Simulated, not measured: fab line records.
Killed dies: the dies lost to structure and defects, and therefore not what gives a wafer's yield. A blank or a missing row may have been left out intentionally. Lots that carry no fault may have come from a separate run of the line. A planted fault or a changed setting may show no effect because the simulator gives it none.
Problem report, 8D (eight disciplines) form, completed by code || flow sfqLine || the parts of the form that need people (team, actions taken, sign-off) are left out

== 1. PROBLEM STATEMENT ==
A mean of 221.0 nm is read at SFQ_TRILAYER_I7_METRO_MEASURE_185 for thkNm, taken on 1 wafer of 1 lot, against 200.4 nm (standard deviation 1.2) on wafers free of any fault. Relative to the usual mean, that is a shift of +17 standard deviations.
First observed at day 76 09:38: wafer L626.4, on filmMetro-02. At this step, 39 wafers from 13 lots have a number in the record. The rule behind "out" and "out of limits": a value lying over 4 standard deviations away from the usual mean. The other wafers with a number count as sound.

== 2. WHAT THIS IS AND IS NOT ==
{"question": "which readings at this step", "is": "thkNm", "is not": "-"}
{"question": "which lots", "is": "L626", "is not": "L617, L618, L619, L620, L622, L623, L633, L634, L636, L638, L639, L640"}
{"question": "which wafers of those lots", "is": "L626.4", "is not": "L626.2, L626.6"}
{"question": "read on which tools", "is": "filmMetro-02", "is not": "filmMetro-03, filmMetro-04"}
{"question": "when", "is": "from day 76 09:38", "is not": "up to then (20 sound wafers); but 18 sound wafers of L633, L634, L636, L638, L639, L640 came after"}

== 3. WHAT RULES OUT EACH SUSPECT ==
Counting: any tool at a process step up to the reading remains a suspect provided it ran every lot that is out. Sound lots after the first of them don't rule it out here, since some wafers of a struck lot are sound.
- rieMetal-01 at SFQ_TRILAYER_M7_STRIP_STRIP_181 (strips in O2): kept. L626, the lot that is out, went through it at day 76 04:41; up to then, the latest sound lot through it was L617 at day 74 10:19.
- cmp-02 at SFQ_TRILAYER_I7_CMP_CMP_184 (polishes SiO2): kept. L626, the lot that is out, went through it at day 76 06:49; up to then, the latest sound lot through it was L623 at day 76 00:49.
- filmMetro-02 at SFQ_TRILAYER_I7_METRO_MEASURE_185: kept. L626, the lot that is out, went through it at day 76 09:38; up to then, the latest sound lot through it was L623 at day 76 03:26. Its own readings are out on those wafers: thkNm.
- Within cmp-02 at SFQ_TRILAYER_I7_CMP_CMP_184: the wafers that are out ran in chamber 2; their sound lot-mates ran in chambers 0, 1.
After the count, these remain: rieMetal-01 at SFQ_TRILAYER_M7_STRIP_STRIP_181, cmp-02 at SFQ_TRILAYER_I7_CMP_CMP_184 and filmMetro-02 at SFQ_TRILAYER_I7_METRO_MEASURE_185.

== 4. THE CAUSE (what the simulator had put in) ==
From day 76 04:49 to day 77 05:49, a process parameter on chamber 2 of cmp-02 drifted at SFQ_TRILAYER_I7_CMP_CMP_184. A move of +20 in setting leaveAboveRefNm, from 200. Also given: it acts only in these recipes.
This tool is one of the 3 suspects left after counting.

== 5. SEQUENCE OF EFFECTS, ordered by route ==
Each row: a reading whose mean over the struck wafers that have a number lies more than 3 standard deviations from the usual. Only readings for which the record gives a usual standard deviation are gone through. hours: the time from each lot's start at the first step in this table that gives one to its start at this step, as a median over the lots. sigmas: the change in usual standard deviations.
{"hours": 0, "step": "SFQ_TRILAYER_I7_METRO_MEASURE_185", "reading": "thkNm", "usual": "200.4 nm", "on struck wafers": 221.0, "change": "+20.6", "sigmas": "+17"}
{"hours": 21, "step": "SFQ_TRILAYER_I7_VIA_ETCH_VIA_ETCH_190", "reading": "oesProductAu", "usual": "0.856 a.u.", "on struck wafers": 0.908, "change": "+0.052", "sigmas": "+10"}
Process steps it contains:
- SFQ_TRILAYER_I7_METRO_MEASURE_185
- SFQ_TRILAYER_I7_VIA_ETCH_VIA_ETCH_190: etches SiO2 in CHF3, stops on Nb, target depth 260 nm.

== 6. WHAT WOULD HAVE CAUGHT IT SOONER ==
The fault began at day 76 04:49; the first out-of-limits reading in this record came at day 76 09:38, 5 hours later.
An alarm limit of 4 standard deviations would not have fired on the tool readings at SFQ_TRILAYER_I7_CMP_CMP_184 for which the record gives a usual standard deviation, since none of them was out on any struck wafer.
The start of SFQ_TRILAYER_I7_CMP_CMP_184 on cmp-02 came by day 76 09:38 for every one of the lots that are out (1). Holding the tool at that point would not have protected any of them.
